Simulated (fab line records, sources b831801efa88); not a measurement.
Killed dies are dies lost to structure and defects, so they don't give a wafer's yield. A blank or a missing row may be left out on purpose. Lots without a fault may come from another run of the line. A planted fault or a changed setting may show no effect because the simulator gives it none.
fab line records | flow gf180mcu
record lots=5 wafers=15 last_day=34
route steps=602 shown HV_LDD@194
lots that met no fault: from a run of the same line without faults
start_h: hours from the record's first day to the start of the lot's first wafer shown | wait_h: hours since the lot's step before | " the same as in the row above | L1.1+2: a row that stands for several wafers | - no value, or no start given | * or withheld: withheld | < > ~ a bound
route shown NAME@n: a module of which the file shows steps, and the number in the route of the first | usual: mean/standard deviation of fault-free wafers | same: alike in all rows | chamber/n: place in a boat | sites: the reading at each site | _std_site: their standard deviation | _edge_site: outer sites' mean less inner sites' | radius_mm: how far each site lies from the wafer's centre | mask NAME#n: copy n | behind: the tool/chamber that last shaped the wafer | hold: why the lot was held/for how many hours/how that ended | device: the transistor (n, p or np) that didn't switch | end of line: the same wafers' tests at the end of the route | a step without rows: its recipe alone | killed: dies lost to structure and defects at the first sort, not the wafer's yield | map: a wafer's dies, x killed, . not, _ none there
set.NAME: the setting as run; set.NAME@STEP: as run at that earlier step | model.NAME: the simulator's own value behind a step, which no gauge read
lots at some steps of the route; a table a step, a row a wafer
services: from which hour (start_h, from the record's first day; less than 0 if before it) a tool's chamber was out of use, for how many hours, and why
## steps
# step GF_HV_LDD_DEVELOP_18
# recipe develop_time_s=60 dev_temp_c=23
# usual resist_line_temp_C=23.00/0.1
# columns lot.wafer tool chamber start_h wait_h resist_line_temp_C
L074.2 litho_track-01 0 232.42 0.1 22.97
L074.4 " 0 " " 23.05
L074.5 " 0 " " 22.93
L079.3 litho_track-01 0 268.65 0.1 23.00
L079.5 " 0 " " 22.89
L079.6 " 0 " " 23.03
L094.1 litho_track-02 0 384.65 0.1 22.98
L094.2 " 0 " " 23.17
L094.6 " 0 " " 22.98
L095.2 litho_track-01 0 393.67 0.1 22.97
L095.3 " 0 " " 22.96
L095.6 " 0 " " 23.04
L096.1 litho_track-04 0 403.50 0.1 22.75
L096.4 " 0 " " 22.97
L096.5 " 0 " " 22.95
# step GF_HV_LDD_CD_MEAS_19
# recipe target_cd_nm=400
# usual cd_nm=400.4/2.1
# columns lot.wafer tool chamber start_h wait_h cd_nm
L074.2 cd_sem-01 - 232.57 0.1 397.9
L074.4 " - " " 398.4
L074.5 " - " " 396.6
L079.3 cd_sem-02 - 268.79 0.1 399.9
L079.5 " - " " 398.7
L079.6 " - " " 398.7
L094.1 cd_sem-02 - 384.80 0.1 401.6
L094.2 " - " " 401.3
L094.6 " - " " 401.9
L095.2 cd_sem-02 - 393.82 0.1 400.1
L095.3 " - " " 398.2
L095.6 " - " " 400.2
L096.1 cd_sem-02 - 403.65 0.1 400.5
L096.4 " - " " 398.1
L096.5 " - " " 399.7
# step GF_HV_LDD_OVL_MEAS_20
# usual HV_LDD_01_OVL=0.0/1.3
# columns lot.wafer tool chamber start_h wait_h HV_LDD_01_OVL[nm]
L074.2 overlay-02 - 232.67 0.1 0.5
L074.4 " - " " -0.1
L074.5 " - " " -0.7
L079.3 overlay-02 - 268.88 0.1 2.8
L079.5 " - " " 1.3
L079.6 " - " " 2.0
L094.1 overlay-02 - 384.92 0.1 1.8
L094.2 " - " " 1.4
L094.6 " - " " -1.6
L095.2 overlay-02 - 393.92 0.1 -1.4
L095.3 " - " " -2.3
L095.6 " - " " -2.3
L096.1 overlay-02 - 403.77 0.1 0.7
L096.4 " - " " 1.0
L096.5 " - " " 1.6
# step GF_HV_LDD_IMPLANT_21
# recipe species=BF2 energy_kev=25 dose_cm2=5e+13 tilt_deg=7
# columns lot.wafer tool chamber start_h wait_h
L074.2+4+5 implanter-04 0 232.73 0.0
L079.3+5+6 implanter-03 0 268.95 0.1
L094.1+2+6 implanter-03 0 384.96 0.0
L095.2+3+6 implanter-01 0 393.98 0.0
L096.1+4+5 implanter-01 0 403.81 0.0
# step GF_HV_LDD_STRIP_22
# recipe chemistry=O2/N2 power_w=1400 pressure_mtorr=1500 platen_temp_c=250 o2_flow_sccm=3000 n2_flow_sccm=300 overash_fraction=0.5
# usual drypump_motor_current_A=5.6/0.52 heater_power_w=334/21 oes_product_au=0.717/0.0046 strip_time_to_endpoint_s=12.62/0.036
# columns lot.wafer tool chamber start_h wait_h drypump_motor_current_A heater_power_w oes_product_au rf_hours_counter_h strip_time_to_endpoint_s
L074.2 plasma_asher-04 1 232.85 0.1 4.7 329 0.711 58 12.66
L074.4 " 1 " " 4.8 335 0.722 - 12.67
L074.5 " 0 " " 5.8 361 0.718 - 12.68
L079.3 plasma_asher-01 0 269.09 0.1 6.0 356 0.716 - 12.67
L079.5 " 0 " " 6.0 358 0.716 - 12.65
L079.6 " 1 " " 5.3 338 0.712 - 12.61
L094.1 plasma_asher-02 1 385.11 0.1 5.7 331 0.712 28 12.55
L094.2 " 0 " " 6.2 295 0.712 28 12.57
L094.6 " 0 " " 6.2 306 0.719 - 12.60
L095.2 plasma_asher-04 0 394.10 0.1 5.8 358 0.719 75 12.63
L095.3 " 0 " " 5.8 358 0.714 - 12.64
L095.6 " 1 " " 4.8 320 0.721 - 12.65
L096.1 plasma_asher-04 1 403.96 0.1 4.7 324 0.720 77 12.59
L096.4 " 1 " " 4.7 335 0.714 - 12.59
L096.5 " 1 " " 4.7 337 0.712 - 12.57
# step GF_HV_LDD_TW_MEAS_23
# usual HV_LDD_2_TW=1056/7.4
# columns lot.wafer tool chamber start_h wait_h HV_LDD_2_TW
L074.2 film_metro-04 - 232.96 0.1 1067
L074.4 " - " " 1064
L074.5 " - " " 1061
L079.3 film_metro-04 - 269.17 0.1 1064
L079.5 " - " " 1067
L079.6 " - " " 1064
L094.1 film_metro-03 - 385.21 0.1 1056
L094.2 " - " " 1057
L094.6 " - " " 1053
L095.2 film_metro-03 - 394.21 0.1 1055
L095.3 " - " " 1050
L095.6 " - " " 1056
L096.1 film_metro-04 - 404.06 0.1 1062
L096.4 " - " " 1060
L096.5 " - " " 1064
# step GF_HV_LDD_DEHYDRATE_24
# recipe temp_c=200 time_s=60
# usual resist_line_temp_C=22.99/0.1
# columns lot.wafer tool chamber start_h wait_h resist_line_temp_C
L074.2 litho_track-01 0 241.22 8.2 23.08
L074.4 " 0 " " 22.98
L074.5 " 0 " " 22.89
L079.3 litho_track-04 0 278.45 9.3 23.15
L079.5 " 0 " " 23.10
L079.6 " 0 " " 23.06
L094.1 litho_track-01 0 396.10 10.9 22.90
L094.2 " 0 " " 22.97
L094.6 " 0 " " 22.94
L095.2 litho_track-02 0 405.58 11.4 22.90
L095.3 " 0 " " 23.01
L095.6 " 0 " " 22.95
L096.1 litho_track-04 0 415.15 11.1 22.96
L096.4 " 0 " " 23.07
L096.5 " 0 " " 23.01
# step GF_HV_LDD_HMDS_25
# recipe prime_time_s=60 prime_temp_c=120
# usual prime_temp_c=120.02/0.13 resist_line_temp_C=22.99/0.1
# columns lot.wafer tool chamber start_h wait_h prime_temp_c resist_line_temp_C
L074.2 litho_track-01 0 241.37 0.1 119.97 22.97
L074.4 " 0 " " 120.04 22.92
L074.5 " 0 " " 120.07 22.92
L079.3 litho_track-04 0 278.60 0.1 119.88 22.87
L079.5 " 0 " " 120.06 22.99
L079.6 " 0 " " 120.15 22.98
L094.1 litho_track-01 0 396.25 0.1 120.15 22.95
L094.2 " 0 " " 120.01 23.06
L094.6 " 0 " " 119.89 23.03
L095.2 litho_track-02 0 405.73 0.1 119.89 23.12
L095.3 " 0 " " 119.98 22.93
L095.6 " 0 " " 120.03 23.02
L096.1 litho_track-04 0 415.30 0.1 120.13 23.13
L096.4 " 0 " " 120.20 23.02
L096.5 " 0 " " 119.98 23.25
# step GF_HV_LDD_COAT_26
# recipe resist=NOVOLAK spin_rpm=3000 resist_thk_nm=1000
# usual dispense_pressure_kPa=53/5.3 resist_line_temp_C=22.98/0.1
# columns lot.wafer tool chamber start_h wait_h dispense_pressure_kPa resist_line_temp_C
L074.2 litho_track-01 0 241.52 0.1 57 22.94
L074.4 " 0 " " 57 22.83
L074.5 " 0 " " 57 22.93
L079.3 litho_track-04 0 278.75 0.1 43 23.06
L079.5 " 0 " " 43 22.96
L079.6 " 0 " " 43 23.08
L094.1 litho_track-01 0 396.40 0.1 57 22.90
L094.2 " 0 " " 57 22.90
L094.6 " 0 " " 57 23.07
L095.2 litho_track-02 0 405.88 0.1 53 23.18
L095.3 " 0 " " 53 22.93
L095.6 " 0 " " 53 23.01
L096.1 litho_track-04 0 415.45 0.1 43 23.04
L096.4 " 0 " " 43 23.14
L096.5 " 0 " " 43 22.95
# step GF_HV_LDD_SOFTBAKE_27
# recipe temp_c=90 time_s=60 resist=NOVOLAK
# usual resist_line_temp_C=22.99/0.11
# columns lot.wafer tool chamber start_h wait_h resist_line_temp_C
L074.2 litho_track-01 0 241.67 0.1 22.88
L074.4 " 0 " " 22.94
L074.5 " 0 " " 22.93
L079.3 litho_track-04 0 278.90 0.1 22.98
L079.5 " 0 " " 22.83
L079.6 " 0 " " 22.79
L094.1 litho_track-01 0 396.55 0.1 22.87
L094.2 " 0 " " 23.07
L094.6 " 0 " " 22.89
L095.2 litho_track-02 0 406.03 0.1 22.96
L095.3 " 0 " " 23.03
L095.6 " 0 " " 22.92
L096.1 litho_track-04 0 415.60 0.1 22.89
L096.4 " 0 " " 22.98
L096.5 " 0 " " 22.94
# step GF_HV_LDD_EXPOSE_28
# recipe mask_id=Nplus_HV_AREA target_cd_nm=400 na=0.6 source_shape=conventional sigma_outer=0.6 dose_mj=140
# same na=0.6
# columns lot.wafer tool chamber start_h wait_h mask
L074.2+4+5 iline_stepper-01 0 - - Nplus_HV_AREA#0
L079.3+5+6 iline_stepper-01 0 - - Nplus_HV_AREA#0
L094.1+2+6 iline_stepper-02 0 - - Nplus_HV_AREA#0
L095.2+3+6 iline_stepper-01 0 - - Nplus_HV_AREA#0
L096.1+4+5 iline_stepper-01 0 - - Nplus_HV_AREA#0
# step GF_HV_LDD_PEB_29
# recipe temp_c=withheld time_s=* resist=NOVOLAK
# usual resist_line_temp_C=*
# columns lot.wafer tool chamber start_h wait_h resist_line_temp_C
L074.2 litho_track-02 0 - - *
L074.4 " 0 " " *
L074.5 " 0 " " *
L079.3 litho_track-04 0 - - *
L079.5 " 0 " " *
L079.6 " 0 " " *
L094.1 litho_track-04 0 - - *
L094.2 " 0 " " *
L094.6 " 0 " " *
L095.2 litho_track-01 0 - - *
L095.3 " 0 " " *
L095.6 " 0 " " *
L096.1 litho_track-01 0 - - *
L096.4 " 0 " " *
L096.5 " 0 " " *
# step GF_HV_LDD_DEVELOP_30
# recipe develop_time_s=60 dev_temp_c=23
# usual resist_line_temp_C=23.00/0.11
# columns lot.wafer tool chamber start_h wait_h resist_line_temp_C
L074.2 litho_track-02 0 250.83 0.1 22.95
L074.4 " 0 " " 23.03
L074.5 " 0 " " 23.01
L079.3 litho_track-04 0 288.55 0.1 23.16
L079.5 " 0 " " 23.02
L079.6 " 0 " " 23.02
L094.1 litho_track-04 0 408.05 0.1 23.03
L094.2 " 0 " " 23.12
L094.6 " 0 " " 23.12
L095.2 litho_track-01 0 417.37 0.1 23.12
L095.3 " 0 " " 22.93
L095.6 " 0 " " 23.04
L096.1 litho_track-01 0 426.70 0.1 23.05
L096.4 " 0 " " 22.92
L096.5 " 0 " " 23.11
# step GF_HV_LDD_CD_MEAS_31
# recipe target_cd_nm=400
# usual cd_nm=400.0/2.1
# columns lot.wafer tool chamber start_h wait_h cd_nm
L074.2 cd_sem-02 - 250.97 0.1 399.3
L074.4 " - " " 399.2
L074.5 " - " " 400.4
L079.3 cd_sem-01 - 288.69 0.1 395.8
L079.5 " - " " 397.5
L079.6 " - " " 395.5
L094.1 cd_sem-01 - 408.20 0.1 402.3
L094.2 " - " " 404.3
L094.6 " - " " 402.1
L095.2 cd_sem-01 - 417.52 0.1 397.0
L095.3 " - " " 399.2
L095.6 " - " " 402.1
L096.1 cd_sem-02 - 426.85 0.1 402.1
L096.4 " - " " 401.6
L096.5 " - " " 404.1
# step GF_HV_LDD_OVL_MEAS_32
# usual HV_LDD_02_OVL=-0.3/1.7
# columns lot.wafer tool chamber start_h wait_h HV_LDD_02_OVL[nm]
L074.2 overlay-01 - 251.08 0.1 -0.1
L074.4 " - " " -0.7
L074.5 " - " " 2.2
L079.3 overlay-01 - 288.79 0.1 0.0
L079.5 " - " " -1.6
L079.6 " - " " -0.7
L094.1 overlay-02 - 408.32 0.1 -2.0
L094.2 " - " " -2.2
L094.6 " - " " -1.6
L095.2 overlay-01 - 417.62 0.1 2.1
L095.3 " - " " 1.6
L095.6 " - " " 0.8
L096.1 overlay-01 - 426.97 0.1 -0.1
L096.4 " - " " -1.6
L096.5 " - " " -0.2
# step GF_HV_LDD_IMPLANT_33
# recipe species=P energy_kev=60 dose_cm2=7.5e+12 tilt_deg=30 rotation_deg=0
# columns lot.wafer tool chamber start_h wait_h
L074.2+4+5 implanter-04 0 251.13 0.0
L079.3+5+6 implanter-04 0 288.86 0.1
L094.1+2+6 implanter-04 0 408.36 0.0
L095.2+3+6 implanter-03 0 417.68 0.0
L096.1+4+5 implanter-01 0 427.00 0.0
# step GF_HV_LDD_IMPLANT_34
# recipe species=P energy_kev=60 dose_cm2=7.5e+12 tilt_deg=30 rotation_deg=90
# columns lot.wafer tool chamber start_h wait_h
L074.2+4+5 implanter-04 0 251.28 0.1
L079.3+5+6 implanter-04 0 289.01 0.1
L094.1+2+6 implanter-04 0 408.51 0.1
L095.2+3+6 implanter-03 0 417.83 0.1
L096.1+4+5 implanter-01 0 427.15 0.1
# step GF_HV_LDD_IMPLANT_35
# recipe species=P energy_kev=60 dose_cm2=7.5e+12 tilt_deg=30 rotation_deg=180
# columns lot.wafer tool chamber start_h wait_h
L074.2+4+5 implanter-04 0 251.43 0.1
L079.3+5+6 implanter-04 0 289.16 0.1
L094.1+2+6 implanter-04 0 408.66 0.1
L095.2+3+6 implanter-03 0 417.98 0.1
L096.1+4+5 implanter-01 0 427.30 0.1
# step GF_HV_LDD_IMPLANT_36
# recipe species=P energy_kev=60 dose_cm2=7.5e+12 tilt_deg=30 rotation_deg=270
# columns lot.wafer tool chamber start_h wait_h
L074.2+4+5 implanter-04 0 251.58 0.1
L079.3+5+6 implanter-04 0 289.31 0.1
L094.1+2+6 implanter-04 0 408.81 0.1
L095.2+3+6 implanter-03 0 418.13 0.1
L096.1+4+5 implanter-01 0 427.45 0.1
# step GF_HV_LDD_STRIP_37
# recipe chemistry=O2/N2 power_w=1400 pressure_mtorr=1500 platen_temp_c=250 o2_flow_sccm=3000 n2_flow_sccm=300 overash_fraction=0.5
# usual drypump_motor_current_A=5.6/0.52 heater_power_w=331/22 oes_product_au=0.717/0.0046 strip_time_to_endpoint_s=12.63/0.035
# columns lot.wafer tool chamber start_h wait_h drypump_motor_current_A heater_power_w oes_product_au rf_hours_counter_h strip_time_to_endpoint_s
L074.2 plasma_asher-04 0 251.71 0.1 5.8 353 0.708 60 12.67
L074.4 " 1 " " 4.8 333 0.714 - 12.67
L074.5 " 0 " " 5.8 364 0.714 - 12.70
L079.3 plasma_asher-04 0 289.44 0.1 5.8 361 0.716 - 12.66
L079.5 " 0 " " 5.8 362 0.708 - 12.65
L079.6 " 1 " " 4.8 333 0.718 - 12.64
L094.1 plasma_asher-02 0 408.96 0.1 6.3 300 0.721 31 12.63
L094.2 " 1 " " 5.7 336 0.721 31 12.60
L094.6 " 0 " " 6.3 304 0.719 - 12.65
L095.2 plasma_asher-04 0 418.25 0.1 5.8 361 0.716 79 12.60
L095.3 " 1 " " 4.7 331 0.720 - 12.64
L095.6 " 1 " " 4.8 328 0.713 - 12.64
L096.1 plasma_asher-01 0 427.60 0.1 6.0 350 0.718 62 12.65
L096.4 " 0 " " 6.0 353 0.717 - 12.66
L096.5 " 0 " " 6.0 353 0.718 - 12.64
# step GF_HV_LDD_TW_MEAS_38
# usual HV_LDD_3_TW=1439/11
# columns lot.wafer tool chamber start_h wait_h HV_LDD_3_TW
L074.2 film_metro-01 - 251.82 0.1 1421
L074.4 " - " " 1418
L074.5 " - " " 1424
L079.3 film_metro-04 - 289.53 0.1 1448
L079.5 " - " " 1443
L079.6 " - " " 1437
L094.1 film_metro-04 - 409.06 0.1 1457
L094.2 " - " " 1449
L094.6 " - " " 1446
L095.2 film_metro-04 - 418.36 0.1 1454
L095.3 " - " " 1447
L095.6 " - " " 1446
L096.1 film_metro-03 - 427.70 0.1 1454
L096.4 " - " " 1444
L096.5 " - " " 1452
# step GF_HV_LDD_DEHYDRATE_39
# recipe temp_c=200 time_s=60
# usual resist_line_temp_C=22.97/0.11
# columns lot.wafer tool chamber start_h wait_h resist_line_temp_C
L074.2 litho_track-01 0 260.27 8.4 23.03
L074.4 " 0 " " 22.96
L074.5 " 0 " " 22.98
L079.3 litho_track-01 0 298.95 9.4 23.00
L079.5 " 0 " " 23.00
L079.6 " 0 " " 22.89
L094.1 litho_track-01 0 420.20 11.1 23.00
L094.2 " 0 " " 23.01
L094.6 " 0 " " 22.89
L095.2 litho_track-02 0 429.07 10.7 22.94
L095.3 " 0 " " 22.99
L095.6 " 0 " " 23.07
L096.1 litho_track-02 0 438.60 10.9 22.73
L096.4 " 0 " " 22.86
L096.5 " 0 " " 22.85
# step GF_HV_LDD_HMDS_40
# recipe prime_time_s=60 prime_temp_c=120
# usual prime_temp_c=120.03/0.14 resist_line_temp_C=23.03/0.096
# columns lot.wafer tool chamber start_h wait_h prime_temp_c resist_line_temp_C
L074.2 litho_track-01 0 260.42 0.1 120.00 23.03
L074.4 " 0 " " 120.00 23.03
L074.5 " 0 " " 120.16 23.03
L079.3 litho_track-01 0 299.10 0.1 119.89 22.85
L079.5 " 0 " " 120.00 22.76
L079.6 " 0 " " 120.06 22.98
L094.1 litho_track-01 0 420.35 0.1 120.05 23.07
L094.2 " 0 " " 120.04 23.01
L094.6 " 0 " " 119.92 23.01
L095.2 litho_track-02 0 429.22 0.1 120.03 23.07
L095.3 " 0 " " 120.11 23.07
L095.6 " 0 " " 120.21 23.00
L096.1 litho_track-02 0 438.75 0.1 119.88 23.00
L096.4 " 0 " " 120.10 22.94
L096.5 " 0 " " 119.98 22.93
# step GF_HV_LDD_COAT_41
# recipe resist=NOVOLAK spin_rpm=3000 resist_thk_nm=1000
# usual dispense_pressure_kPa=52/5.6 resist_line_temp_C=23.00/0.093
# columns lot.wafer tool chamber start_h wait_h dispense_pressure_kPa resist_line_temp_C
L074.2 litho_track-01 0 260.57 0.1 57 22.96
L074.4 " 0 " " 57 23.06
L074.5 " 0 " " 57 22.97
L079.3 litho_track-01 0 299.25 0.1 57 22.92
L079.5 " 0 " " 57 23.04
L079.6 " 0 " " 57 23.06
L094.1 litho_track-01 0 420.50 0.1 57 22.95
L094.2 " 0 " " 57 23.13
L094.6 " 0 " " 57 23.03
L095.2 litho_track-02 0 429.37 0.1 53 23.00
L095.3 " 0 " " 53 22.91
L095.6 " 0 " " 53 22.95
L096.1 litho_track-02 0 438.90 0.1 53 22.98
L096.4 " 0 " " 53 22.95
L096.5 " 0 " " 53 23.02
# step GF_HV_LDD_SOFTBAKE_42
# recipe temp_c=90 time_s=60 resist=NOVOLAK
# usual resist_line_temp_C=23.00/0.11
# columns lot.wafer tool chamber start_h wait_h resist_line_temp_C
L074.2 litho_track-01 0 260.72 0.1 23.00
L074.4 " 0 " " 23.05
L074.5 " 0 " " 22.99
L079.3 litho_track-01 0 299.40 0.1 22.88
L079.5 " 0 " " 23.09
L079.6 " 0 " " 23.04
L094.1 litho_track-01 0 420.65 0.1 23.04
L094.2 " 0 " " 23.19
L094.6 " 0 " " 23.12
L095.2 litho_track-02 0 429.52 0.1 22.84
L095.3 " 0 " " 23.13
L095.6 " 0 " " 23.03
L096.1 litho_track-02 0 439.05 0.1 23.13
L096.4 " 0 " " 22.91
L096.5 " 0 " " 23.03
# step GF_HV_LDD_EXPOSE_43
# recipe mask_id=Pplus_HV_AREA target_cd_nm=400 na=0.6 source_shape=conventional sigma_outer=0.6 dose_mj=140
# same na=0.6
# columns lot.wafer tool chamber start_h wait_h mask
L074.2+4+5 iline_stepper-01 0 - - Pplus_HV_AREA#0
L079.3+5+6 iline_stepper-01 0 - - Pplus_HV_AREA#0
L094.1+2+6 iline_stepper-01 0 - - Pplus_HV_AREA#0
L095.2+3+6 iline_stepper-02 0 - - Pplus_HV_AREA#0
L096.1+4+5 iline_stepper-01 0 - - Pplus_HV_AREA#0
# step GF_HV_LDD_PEB_44
# recipe temp_c=withheld time_s=* resist=NOVOLAK
# usual resist_line_temp_C=*
# columns lot.wafer tool chamber start_h wait_h resist_line_temp_C
L074.2 litho_track-04 0 - - *
L074.4 " 0 " " *
L074.5 " 0 " " *
L079.3 litho_track-01 0 - - *
L079.5 " 0 " " *
L079.6 " 0 " " *
L094.1 litho_track-04 0 - - *
L094.2 " 0 " " *
L094.6 " 0 " " *
L095.2 litho_track-02 0 - - *
L095.3 " 0 " " *
L095.6 " 0 " " *
L096.1 litho_track-01 0 - - *
L096.4 " 0 " " *
L096.5 " 0 " " *
# step GF_HV_LDD_DEVELOP_45
# recipe develop_time_s=60 dev_temp_c=23
# usual resist_line_temp_C=23.00/0.11
# columns lot.wafer tool chamber start_h wait_h resist_line_temp_C
L074.2 litho_track-04 0 270.48 0.1 23.00
L074.4 " 0 " " 22.87
L074.5 " 0 " " 23.00
L079.3 litho_track-01 0 309.70 0.1 22.89
L079.5 " 0 " " 22.81
L079.6 " 0 " " 23.03
L094.1 litho_track-04 0 431.55 0.1 23.04
L094.2 " 0 " " 22.97
L094.6 " 0 " " 22.85
L095.2 litho_track-02 0 441.57 0.1 22.97
L095.3 " 0 " " 23.16
L095.6 " 0 " " 23.08
L096.1 litho_track-01 0 450.59 0.1 22.77
L096.4 " 0 " " 22.86
L096.5 " 0 " " 23.05
# step GF_HV_LDD_CD_MEAS_46
# recipe target_cd_nm=400
# usual cd_nm=399.6/2.6
# columns lot.wafer tool chamber start_h wait_h cd_nm
L074.2 cd_sem-02 - 270.62 0.1 399.5
L074.4 " - " " 397.1
L074.5 " - " " 397.0
L079.3 cd_sem-02 - 309.84 0.1 398.8
L079.5 " - " " 398.2
L079.6 " - " " 398.0
L094.1 cd_sem-02 - 431.70 0.1 402.0
L094.2 " - " " 403.8
L094.6 " - " " 404.5
L095.2 cd_sem-02 - 441.72 0.1 400.6
L095.3 " - " " 400.9
L095.6 " - " " 397.8
L096.1 cd_sem-02 - 450.74 0.1 397.1
L096.4 " - " " 394.6
L096.5 " - " " 393.1
# step GF_HV_LDD_OVL_MEAS_47
# usual HV_LDD_03_OVL=0.8/1.4
# columns lot.wafer tool chamber start_h wait_h HV_LDD_03_OVL[nm]
L074.2 overlay-01 - 270.73 0.1 1.8
L074.4 " - " " 4.0
L074.5 " - " " 2.3
L079.3 overlay-01 - 309.93 0.1 -1.1
L079.5 " - " " -2.0
L079.6 " - " " -0.6
L094.1 overlay-02 - 431.82 0.1 0.8
L094.2 " - " " 0.5
L094.6 " - " " 0.3
L095.2 overlay-02 - 441.83 0.1 -0.9
L095.3 " - " " 0.4
L095.6 " - " " -0.3
L096.1 overlay-01 - 450.86 0.1 1.0
L096.4 " - " " 1.8
L096.5 " - " " 1.0
# step GF_HV_LDD_IMPLANT_48
# recipe species=B energy_kev=25 dose_cm2=3e+13 tilt_deg=7
# columns lot.wafer tool chamber start_h wait_h
L074.2+4+5 implanter-01 0 270.78 0.0
L079.3+5+6 implanter-04 0 310.00 0.1
L094.1+2+6 implanter-01 0 431.86 0.0
L095.2+3+6 implanter-03 0 441.88 0.0
L096.1+4+5 implanter-01 0 450.90 0.0
# step GF_HV_LDD_STRIP_49
# recipe chemistry=O2/N2 power_w=1400 pressure_mtorr=1500 platen_temp_c=250 o2_flow_sccm=3000 n2_flow_sccm=300 overash_fraction=0.5
# usual drypump_motor_current_A=5.6/0.5 heater_power_w=334/20 oes_product_au=0.716/0.0048 strip_time_to_endpoint_s=12.63/0.04
# columns lot.wafer tool chamber start_h wait_h drypump_motor_current_A heater_power_w oes_product_au rf_hours_counter_h strip_time_to_endpoint_s
L074.2 plasma_asher-02 0 270.91 0.1 6.3 300 0.717 16 12.60
L074.4 " 1 " " 5.7 319 0.720 - 12.59
L074.5 " 0 " " 6.2 302 0.717 - 12.62
L079.3 plasma_asher-02 1 310.14 0.1 5.7 324 0.713 - 12.64
L079.5 " 1 " " 5.7 325 0.709 - 12.63
L079.6 " 0 " " 6.3 301 0.718 - 12.63
L094.1 plasma_asher-04 1 432.01 0.1 4.7 324 0.713 80 12.61
L094.2 " 0 " " 5.8 367 0.713 80 12.60
L094.6 " 1 " " 4.7 340 0.722 - 12.62
L095.2 plasma_asher-02 1 442.01 0.1 5.7 322 0.720 35 12.61
L095.3 " 0 " " 6.3 302 0.718 - 12.57
L095.6 " 1 " " 5.7 330 0.723 - 12.62
L096.1 plasma_asher-02 0 451.05 0.1 6.2 293 0.711 36 12.66
L096.4 " 1 " " 5.7 335 0.712 - 12.61
L096.5 " 1 " " 5.7 328 0.717 - 12.67
# step GF_HV_LDD_TW_MEAS_50
# usual HV_LDD_4_TW=570/3.9
# columns lot.wafer tool chamber start_h wait_h HV_LDD_4_TW
L074.2 film_metro-01 - 271.02 0.1 561
L074.4 " - " " 567
L074.5 " - " " 564
L079.3 film_metro-03 - 310.22 0.1 565
L079.5 " - " " 567
L079.6 " - " " 568
L094.1 film_metro-03 - 432.11 0.1 574
L094.2 " - " " 571
L094.6 " - " " 574
L095.2 film_metro-03 - 442.12 0.1 573
L095.3 " - " " 567
L095.6 " - " " 575
L096.1 film_metro-01 - 451.15 0.1 566
L096.4 " - " " 565
L096.5 " - " " 571
# step GF_HV_LDD_CLEAN_51
# recipe chemistry=SC1/SC2 mix=1:4:20 temp_c=70 time_s=150 dry=n2_spin
# usual temp_c=70.00/0.12
# columns lot.wafer tool chamber start_h wait_h temp_c
L074.2 wet_bench-04 3 271.07 0.0 70.03
L074.4 " 3 " " 69.95
L074.5 " 3 " " 69.94
L079.3 wet_bench-02 2 310.26 0.0 70.05
L079.5 " 2 " " 70.11
L079.6 " 2 " " 70.04
L094.1 wet_bench-04 0 432.17 0.1 69.95
L094.2 " 0 " " 69.94
L094.6 " 0 " " 70.05
L095.2 wet_bench-02 2 442.17 0.0 70.11
L095.3 " 2 " " 70.13
L095.6 " 2 " " 70.15
L096.1 wet_bench-02 3 451.21 0.1 70.11
L096.4 " 3 " " 70.00
L096.5 " 3 " " 69.89
# step GF_HV_LDD_RTA_52
# recipe temp_c=1000 time_s=10 ambient=N2
# usual lamp_power_pct=29.5/0.63 wafer_temp_C_max=1005.9/1.7
# columns lot.wafer tool chamber start_h wait_h lamp_power_pct wafer_temp_C_max
L074.2 rtp_anneal-01 0 271.14 0.0 28.7 1006.4
L074.4 " 0 " " 28.8 1006.9
L074.5 " 0 " " 28.8 1007.5
L079.3 rtp_anneal-01 0 310.34 0.0 28.8 1005.3
L079.5 " 0 " " 28.7 1005.8
L079.6 " 0 " " 28.8 1010.1
L094.1 rtp_anneal-02 0 432.22 0.0 30.0 1005.0
L094.2 " 0 " " 30.1 1004.1
L094.6 " 0 " " 30.1 1003.9
L095.2 rtp_anneal-02 0 442.23 0.0 30.0 1003.3
L095.3 " 0 " " 30.1 1004.0
L095.6 " 0 " " 30.0 1005.9
L096.1 rtp_anneal-02 0 451.27 0.0 30.0 1004.8
L096.4 " 0 " " 30.0 1004.4
L096.5 " 0 " " 30.0 1006.6
# step GF_HV_LDD_RS_MEAS_53
# recipe thk_meas_gauge=four-point-probe
# usual HV_LDD_RS=418.1/1.1
# columns lot.wafer tool chamber start_h wait_h HV_LDD_RS[ohm/sq]
L074.2 film_metro-04 - 271.21 0.1 416.9
L074.4 " - " " 417.2
L074.5 " - " " 416.9
L079.3 film_metro-04 - 310.42 0.1 418.0
L079.5 " - " " 419.0
L079.6 " - " " 418.7
L094.1 film_metro-03 - 432.28 0.1 417.8
L094.2 " - " " 418.4
L094.6 " - " " 418.7
L095.2 film_metro-04 - 442.31 0.1 417.3
L095.3 " - " " 417.4
L095.6 " - " " 418.1
L096.1 film_metro-04 - 451.34 0.1 417.4
L096.4 " - " " 418.6
L096.5 " - " " 417.9
# step GF_HV_LDD_CVD_54
# recipe material=SiO2 target_thk_nm=10 precursor=TEOS temp_c=680 time_s=75 pressure_mtorr=400
# usual spike_tc_centre_C=681.2/1.2 zone_power_upper_pct=10.3/0.62
# columns lot.wafer tool chamber start_h wait_h spike_tc_centre_C zone_power_upper_pct
L074.2 lpcvd-01 0 271.31 0.1 680.3 10.0
L074.4 " 0 " " 679.8 9.9
L074.5 " 0 " " 682.6 10.0
L079.3 lpcvd-01 0 310.50 0.1 682.5 10.0
L079.5 " 0 " " 679.6 9.9
L079.6 " 0 " " 681.5 9.8
L094.1 lpcvd-02 0 432.40 0.1 683.3 11.2
L094.2 " 0 " " 681.1 11.4
L094.6 " 0 " " 682.7 11.2
L095.2 lpcvd-02 0 442.41 0.1 683.0 11.4
L095.3 " 0 " " 683.1 11.2
L095.6 " 0 " " 682.0 11.2
L096.1 lpcvd-02 0 451.46 0.1 680.8 11.3
L096.4 " 0 " " 681.7 11.3
L096.5 " 0 " " 681.6 11.5
## services
# columns tool chamber start_h hours kind
rtp_anneal-02 - 224.66 10.6 pm
implanter-01 - 231.52 4.6 pm
lpcvd-01 - 233.45 0.7 repair
iline_stepper-01 - 246.35 4.0 repair
implanter-03 - 255.21 4.0 pm
lpcvd-02 - 258.85 2.1 repair
plasma_asher-02 - 273.28 0.9 repair
plasma_asher-04 - 276.95 2.8 pm
plasma_asher-01 - 289.26 1.8 repair
lpcvd-01 - 290.73 3.9 repair
wet_bench-02 - 307.53 1.9 pm
iline_stepper-02 - 332.66 1.7 pm
wet_bench-02 - 349.25 1.2 repair
implanter-04 - 374.38 6.9 repair
lpcvd-02 - 381.89 1.1 repair
plasma_asher-01 - 382.00 28.1 pm
plasma_asher-02 - 388.96 2.8 pm
rtp_anneal-01 - 401.30 56.5 pm
iline_stepper-01 - 417.46 1.7 pm
implanter-03 - 419.84 1.4 repair
implanter-04 - 427.14 1.9 repair
iline_stepper-02 - 434.56 11.1 repair
iline_stepper-02 - 435.26 3.8 repair
implanter-04 - 440.83 14.0 pm
## key
fault none
